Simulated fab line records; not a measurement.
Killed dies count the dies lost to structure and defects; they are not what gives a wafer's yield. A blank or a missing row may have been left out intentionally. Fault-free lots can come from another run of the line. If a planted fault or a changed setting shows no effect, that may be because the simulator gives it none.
fab line records || flow sky130
[record] {"lots": 6, "wafers": 18, "last-day": 50}
route steps=708 shown METAL2@505 VIA2@507
lots that met no fault: taken from a fault-free run of the same line
start-h: hours from the record's first day to the start of the lot's first wafer shown || wait-h: hours since the lot's step before || " as in the row above || L1.1+2: a single row standing in for several wafers || - no value, or no start given || * or withheld: withheld || < > ~ a bound
route shown NAME@n: a module of which the file shows steps, and the number in the route of the first || usual: average and standard deviation across the fault-free wafers || same: alike in all rows || chamber/n: place in a boat || sites: each site's reading || _std_site: how widely they spread, as a standard deviation || _edge_site: outer sites' mean less inner sites' || radius-mm: for every site, how far away it sits from the centre of the wafer || mask NAME#n: copy n || behind: the last tool/chamber to shape the wafer || hold: why the lot was held/for how many hours/how that ended || device: transistor that didn't switch, given as n, p or np || end of line: tests run on the same wafers once the route is complete || step lacking rows: just its recipe || killed: dies that structure and defects cost at the first sort, which is not the same as the wafer's yield || map: shows each die of a wafer: x if killed, . if not, _ if none is there
set.NAME: the run value of the setting; set.NAME@STEP: its run value at that earlier step || model.NAME: the simulator's own value behind a step, which no gauge read
certain route steps with their lots: each step a table, each wafer a row
services: the hour from which a tool's chamber was out of use, counted from the record's first day as start-h (under 0 if before that day), plus the number of hours and why
[[steps]]
[step SKY_METAL2_CLEAN_22]
[recipe] {"chemistry": "IPA", "time-s": 180, "temp-c": 25}
[step SKY_METAL2_CLEAN_23]
[recipe] {"chemistry": "O3/DIW", "dry": "n2-spin"}
[step SKY_VIA2_HDPCVD_00]
[recipe] {"material": "SiO2", "target-thk-nm": 1180, "sigma-open-frac": 0.3, "time-s": 196.7, "temp-c": 400, "sih4-flow-sccm": 60, "pressure-mtorr": 6}
[step SKY_VIA2_THK_MEAS_01]
[recipe] {"reads": "SiO2_of_VIA2_HDPCVD_00"}
[usual] {"VIA2_HDPCVD_THK": "1180/12"}
{"lot.wafer": "L340.2", "tool": "film-metro-01", "chamber": "-", "start-h": 899.42, "wait-h": 0.1, "VIA2_HDPCVD_THK[nm]": 1186}
{"lot.wafer": "L340.3", "tool": "film-metro-01", "chamber": "-", "start-h": 899.42, "wait-h": 0.1, "VIA2_HDPCVD_THK[nm]": 1181}
{"lot.wafer": "L340.6", "tool": "film-metro-01", "chamber": "-", "start-h": 899.42, "wait-h": 0.1, "VIA2_HDPCVD_THK[nm]": 1178}
{"lot.wafer": "L341.1", "tool": "film-metro-03", "chamber": "-", "start-h": 900.05, "wait-h": 0.1, "VIA2_HDPCVD_THK[nm]": 1197}
{"lot.wafer": "L341.2", "tool": "film-metro-03", "chamber": "-", "start-h": 900.05, "wait-h": 0.1, "VIA2_HDPCVD_THK[nm]": 1184}
{"lot.wafer": "L341.3", "tool": "film-metro-03", "chamber": "-", "start-h": 900.05, "wait-h": 0.1, "VIA2_HDPCVD_THK[nm]": 1204}
{"lot.wafer": "L350.1", "tool": "film-metro-04", "chamber": "-", "start-h": 959.82, "wait-h": 0.1, "VIA2_HDPCVD_THK[nm]": 1168}
{"lot.wafer": "L350.2", "tool": "film-metro-04", "chamber": "-", "start-h": 959.82, "wait-h": 0.1, "VIA2_HDPCVD_THK[nm]": 1171}
{"lot.wafer": "L350.5", "tool": "film-metro-04", "chamber": "-", "start-h": 959.82, "wait-h": 0.1, "VIA2_HDPCVD_THK[nm]": 1175}
{"lot.wafer": "L348.2", "tool": "film-metro-01", "chamber": "-", "start-h": 960.72, "wait-h": 0.1, "VIA2_HDPCVD_THK[nm]": 1181}
{"lot.wafer": "L348.4", "tool": "film-metro-01", "chamber": "-", "start-h": 960.72, "wait-h": 0.1, "VIA2_HDPCVD_THK[nm]": 1169}
{"lot.wafer": "L348.5", "tool": "film-metro-01", "chamber": "-", "start-h": 960.72, "wait-h": 0.1, "VIA2_HDPCVD_THK[nm]": 1175}
{"lot.wafer": "L352.2", "tool": "film-metro-04", "chamber": "-", "start-h": 972.54, "wait-h": 0.1, "VIA2_HDPCVD_THK[nm]": 1176}
{"lot.wafer": "L352.3", "tool": "film-metro-04", "chamber": "-", "start-h": 972.54, "wait-h": 0.1, "VIA2_HDPCVD_THK[nm]": 1176}
{"lot.wafer": "L352.5", "tool": "film-metro-04", "chamber": "-", "start-h": 972.54, "wait-h": 0.1, "VIA2_HDPCVD_THK[nm]": 1201}
{"lot.wafer": "L353.1", "tool": "film-metro-03", "chamber": "-", "start-h": 986.81, "wait-h": 0.1, "VIA2_HDPCVD_THK[nm]": 1166}
{"lot.wafer": "L353.3", "tool": "film-metro-03", "chamber": "-", "start-h": 986.81, "wait-h": 0.1, "VIA2_HDPCVD_THK[nm]": 1186}
{"lot.wafer": "L353.4", "tool": "film-metro-03", "chamber": "-", "start-h": 986.81, "wait-h": 0.1, "VIA2_HDPCVD_THK[nm]": 1182}
[step SKY_VIA2_CMP_02]
[recipe] {"material": "SiO2", "down-force-psi": 4, "platen-rpm": 60, "pad-velocity-m-s": 0.94248}
[usual] {"motor-current-A": "12.2/1", "retaining-ring-pressure-frac": "1.000/0.0046"}
{"lot.wafer": "L340.3", "tool": "cmp-01", "chamber": 2, "start-h": 900.81, "wait-h": 1.4, "motor-current-A": 13.9, "retaining-ring-pressure-frac": 1.003}
{"lot.wafer": "L340.2", "tool": "cmp-01", "chamber": 0, "start-h": 900.81, "wait-h": 1.4, "motor-current-A": 12.1, "retaining-ring-pressure-frac": 0.997}
{"lot.wafer": "L340.6", "tool": "cmp-01", "chamber": 1, "start-h": 900.81, "wait-h": 1.4, "motor-current-A": 13.2, "retaining-ring-pressure-frac": 1.002}
{"lot.wafer": "L341.2", "tool": "cmp-01", "chamber": 3, "start-h": 901.06, "wait-h": 1.0, "motor-current-A": 11.4, "retaining-ring-pressure-frac": 0.998}
{"lot.wafer": "L341.3", "tool": "cmp-01", "chamber": 0, "start-h": 901.06, "wait-h": 1.0, "motor-current-A": 11.8, "retaining-ring-pressure-frac": 1.000}
{"lot.wafer": "L341.1", "tool": "cmp-01", "chamber": 2, "start-h": 901.06, "wait-h": 1.0, "motor-current-A": 13.1, "retaining-ring-pressure-frac": 1.012}
{"lot.wafer": "L350.1", "tool": "cmp-02", "chamber": 2, "start-h": 959.88, "wait-h": 0.1, "motor-current-A": 11.6, "retaining-ring-pressure-frac": 0.997}
{"lot.wafer": "L350.2", "tool": "cmp-02", "chamber": 3, "start-h": 959.88, "wait-h": 0.1, "motor-current-A": 13.4, "retaining-ring-pressure-frac": 0.993}
{"lot.wafer": "L350.5", "tool": "cmp-02", "chamber": 2, "start-h": 959.88, "wait-h": 0.1, "motor-current-A": 11.0, "retaining-ring-pressure-frac": 1.001}
{"lot.wafer": "L348.2", "tool": "cmp-01", "chamber": 0, "start-h": 960.82, "wait-h": 0.1, "motor-current-A": 11.3, "retaining-ring-pressure-frac": 0.989}
{"lot.wafer": "L348.4", "tool": "cmp-01", "chamber": 1, "start-h": 960.82, "wait-h": 0.1, "motor-current-A": 13.1, "retaining-ring-pressure-frac": 0.994}
{"lot.wafer": "L348.5", "tool": "cmp-01", "chamber": 3, "start-h": 960.82, "wait-h": 0.1, "motor-current-A": 11.8, "retaining-ring-pressure-frac": 0.997}
{"lot.wafer": "L352.2", "tool": "cmp-01", "chamber": 3, "start-h": 972.59, "wait-h": 0.0, "motor-current-A": 11.2, "retaining-ring-pressure-frac": 0.996}
{"lot.wafer": "L352.3", "tool": "cmp-01", "chamber": 0, "start-h": 972.59, "wait-h": 0.0, "motor-current-A": 12.3, "retaining-ring-pressure-frac": 1.006}
{"lot.wafer": "L352.5", "tool": "cmp-01", "chamber": 0, "start-h": 972.59, "wait-h": 0.0, "motor-current-A": 11.8, "retaining-ring-pressure-frac": 0.993}
{"lot.wafer": "L353.3", "tool": "cmp-02", "chamber": 0, "start-h": 986.87, "wait-h": 0.0, "motor-current-A": 11.1, "retaining-ring-pressure-frac": 0.999}
{"lot.wafer": "L353.4", "tool": "cmp-02", "chamber": 1, "start-h": 986.87, "wait-h": 0.0, "motor-current-A": 12.4, "retaining-ring-pressure-frac": 0.999}
{"lot.wafer": "L353.1", "tool": "cmp-02", "chamber": 3, "start-h": 986.87, "wait-h": 0.0, "motor-current-A": 13.3, "retaining-ring-pressure-frac": 0.995}
[step SKY_VIA2_BOW_MEAS_03]
[recipe] {"mode": "bow"}
[usual] {"VIA2_BOW": "84/7.6"}
{"lot.wafer": "L340.2", "tool": "film-metro-03", "chamber": "-", "start-h": 901.08, "wait-h": 0.1, "VIA2_BOW[um]": 86}
{"lot.wafer": "L340.3", "tool": "film-metro-03", "chamber": "-", "start-h": 901.08, "wait-h": 0.1, "VIA2_BOW[um]": 91}
{"lot.wafer": "L340.6", "tool": "film-metro-03", "chamber": "-", "start-h": 901.08, "wait-h": 0.1, "VIA2_BOW[um]": 96}
{"lot.wafer": "L341.1", "tool": "film-metro-01", "chamber": "-", "start-h": 901.36, "wait-h": 0.1, "VIA2_BOW[um]": 99}
{"lot.wafer": "L341.2", "tool": "film-metro-01", "chamber": "-", "start-h": 901.36, "wait-h": 0.1, "VIA2_BOW[um]": 92}
{"lot.wafer": "L341.3", "tool": "film-metro-01", "chamber": "-", "start-h": 901.36, "wait-h": 0.1, "VIA2_BOW[um]": 85}
{"lot.wafer": "L350.1", "tool": "film-metro-01", "chamber": "-", "start-h": 960.18, "wait-h": 0.2, "VIA2_BOW[um]": 87}
{"lot.wafer": "L350.2", "tool": "film-metro-01", "chamber": "-", "start-h": 960.18, "wait-h": 0.2, "VIA2_BOW[um]": 91}
{"lot.wafer": "L350.5", "tool": "film-metro-01", "chamber": "-", "start-h": 960.18, "wait-h": 0.2, "VIA2_BOW[um]": 85}
{"lot.wafer": "L348.2", "tool": "film-metro-01", "chamber": "-", "start-h": 961.09, "wait-h": 0.2, "VIA2_BOW[um]": 89}
{"lot.wafer": "L348.4", "tool": "film-metro-01", "chamber": "-", "start-h": 961.09, "wait-h": 0.2, "VIA2_BOW[um]": 71}
{"lot.wafer": "L348.5", "tool": "film-metro-01", "chamber": "-", "start-h": 961.09, "wait-h": 0.2, "VIA2_BOW[um]": 76}
{"lot.wafer": "L352.2", "tool": "film-metro-04", "chamber": "-", "start-h": 972.94, "wait-h": 0.3, "VIA2_BOW[um]": 77}
{"lot.wafer": "L352.3", "tool": "film-metro-04", "chamber": "-", "start-h": 972.94, "wait-h": 0.3, "VIA2_BOW[um]": 90}
{"lot.wafer": "L352.5", "tool": "film-metro-04", "chamber": "-", "start-h": 972.94, "wait-h": 0.3, "VIA2_BOW[um]": 92}
{"lot.wafer": "L353.1", "tool": "film-metro-01", "chamber": "-", "start-h": 987.17, "wait-h": 0.1, "VIA2_BOW[um]": 77}
{"lot.wafer": "L353.3", "tool": "film-metro-01", "chamber": "-", "start-h": 987.17, "wait-h": 0.1, "VIA2_BOW[um]": 84}
{"lot.wafer": "L353.4", "tool": "film-metro-01", "chamber": "-", "start-h": 987.17, "wait-h": 0.1, "VIA2_BOW[um]": 81}
[step SKY_VIA2_DEHYDRATE_04]
[recipe] {"temp-c": 200, "time-s": 60}
[step SKY_VIA2_HMDS_05]
[recipe] {"prime-time-s": 60, "prime-temp-c": 120}
[step SKY_VIA2_COAT_06]
[recipe] {"resist": "BARC", "temp-c": "withheld", "time-s": "withheld", "spin-rpm": 3000, "resist-thk-nm": 60}
[step SKY_VIA2_COAT_07]
[recipe] {"resist": "KrF-thick", "spin-rpm": 3000, "resist-thk-nm": 450}
[step SKY_VIA2_SOFTBAKE_08]
[recipe] {"temp-c": 100, "time-s": 90, "resist": "KrF-thick"}
[step SKY_VIA2_EXPOSE_09]
[recipe] {"mask-id": "VIM2", "na": 0.8, "source-shape": "annular", "sigma-inner": 0.55, "sigma-outer": 0.85, "target-cd-nm": 200, "dose-mj": 38}
[step SKY_VIA2_PEB_10]
[recipe] {"peb-temp-c": "withheld", "peb-time-s": "withheld", "resist": "KrF-thick"}
[usual] {"chill-plate-temp-C": "*", "exhaust-pa": "44.9/0.98"}
{"lot.wafer": "L340.2", "tool": "litho-track-01", "chamber": "-", "start-h": 925, "wait-h": "-", "chill-plate-temp-C": "-", "exhaust-pa": "-"}
{"lot.wafer": "L340.3", "tool": "litho-track-01", "chamber": "-", "start-h": 925, "wait-h": "-", "chill-plate-temp-C": "-", "exhaust-pa": "-"}
{"lot.wafer": "L340.6", "tool": "litho-track-01", "chamber": "-", "start-h": 925, "wait-h": "-", "chill-plate-temp-C": "-", "exhaust-pa": "-"}
{"lot.wafer": "L341.1", "tool": "litho-track-01", "chamber": "-", "start-h": 925, "wait-h": "-", "chill-plate-temp-C": "-", "exhaust-pa": "-"}
{"lot.wafer": "L341.2", "tool": "litho-track-01", "chamber": "-", "start-h": 925, "wait-h": "-", "chill-plate-temp-C": "-", "exhaust-pa": "-"}
{"lot.wafer": "L341.3", "tool": "litho-track-01", "chamber": "-", "start-h": 925, "wait-h": "-", "chill-plate-temp-C": "-", "exhaust-pa": "-"}
{"lot.wafer": "L350.1", "tool": "litho-track-01", "chamber": 0, "start-h": 982, "wait-h": "-", "chill-plate-temp-C": "*", "exhaust-pa": 46.0}
{"lot.wafer": "L350.2", "tool": "litho-track-01", "chamber": 0, "start-h": 982, "wait-h": "-", "chill-plate-temp-C": "*", "exhaust-pa": 46.0}
{"lot.wafer": "L350.5", "tool": "litho-track-01", "chamber": 0, "start-h": 982, "wait-h": "-", "chill-plate-temp-C": "*", "exhaust-pa": 45.5}
{"lot.wafer": "L348.2", "tool": "litho-track-01", "chamber": 0, "start-h": 984, "wait-h": "-", "chill-plate-temp-C": "*", "exhaust-pa": 44.0}
{"lot.wafer": "L348.4", "tool": "litho-track-01", "chamber": 0, "start-h": 984, "wait-h": "-", "chill-plate-temp-C": "*", "exhaust-pa": 42.9}
{"lot.wafer": "L348.5", "tool": "litho-track-01", "chamber": 0, "start-h": 984, "wait-h": "-", "chill-plate-temp-C": "*", "exhaust-pa": 42.1}
{"lot.wafer": "L352.2", "tool": "litho-track-03", "chamber": 0, "start-h": 996, "wait-h": "-", "chill-plate-temp-C": "*", "exhaust-pa": 46.2}
{"lot.wafer": "L352.3", "tool": "litho-track-03", "chamber": 0, "start-h": 996, "wait-h": "-", "chill-plate-temp-C": "*", "exhaust-pa": 45.8}
{"lot.wafer": "L352.5", "tool": "litho-track-03", "chamber": 0, "start-h": 996, "wait-h": "-", "chill-plate-temp-C": "*", "exhaust-pa": 45.4}
{"lot.wafer": "L353.1", "tool": "litho-track-01", "chamber": 0, "start-h": 1010, "wait-h": "-", "chill-plate-temp-C": "*", "exhaust-pa": 44.2}
{"lot.wafer": "L353.3", "tool": "litho-track-01", "chamber": 0, "start-h": 1010, "wait-h": "-", "chill-plate-temp-C": "*", "exhaust-pa": 45.1}
{"lot.wafer": "L353.4", "tool": "litho-track-01", "chamber": 0, "start-h": 1010, "wait-h": "-", "chill-plate-temp-C": "*", "exhaust-pa": 43.6}
[step SKY_VIA2_DEVELOP_11]
[recipe] {"develop-time-s": 60, "resist": "KrF-thick", "dev-temp-c": 21}
[[services]]
{"tool": "cmp-02", "chamber": "-", "start-h": 895.66, "hours": 5.6, "kind": "pm"}
{"tool": "cmp-02", "chamber": "-", "start-h": 912.53, "hours": 4.0, "kind": "pm"}
{"tool": "cmp-02", "chamber": "-", "start-h": 916.53, "hours": "-", "kind": "consumable-replace:conditioner"}
{"tool": "cmp-02", "chamber": "-", "start-h": 916.53, "hours": "-", "kind": "consumable-replace:pad"}
{"tool": "cmp-01", "chamber": "-", "start-h": 920.05, "hours": 1.0, "kind": "repair"}
{"tool": "cmp-02", "chamber": "-", "start-h": 921.11, "hours": 1.3, "kind": "repair"}
{"tool": "cmp-02", "chamber": "-", "start-h": 1008.26, "hours": 5.1, "kind": "pm"}
[[key]]
[first-sign] {"step": "SKY_VIA2_PEB_10", "reading": "tool-record", "direction": "missing"}
effect none on later readings
met-at SKY_VIA2_PEB_10
struck-wafers L340.2,L340.3,L340.6,L341.1,L341.2,L341.3
later-rows-left-out L340.2,L340.3,L340.6,L341.1,L341.2,L341.3
sort-left-out L340.2,L340.3,L340.6,L341.1,L341.2,L341.3
[fault] {"kind": "skipped-step-whole", "tool": "litho-track-01", "chamber": "-", "onset-h": 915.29, "steps": "SKY_VIA2_PEB_10", "scope": "struck-lots-only"}
// sort-left-out: the simulated sort isn't trusted on such a fault, so these wafers' sort isn't shown, and their yield isn't known
// later-rows-left-out: the simulator's readings of these wafers behind a module that went badly wrong aren't trusted and aren't shown, but for the sort
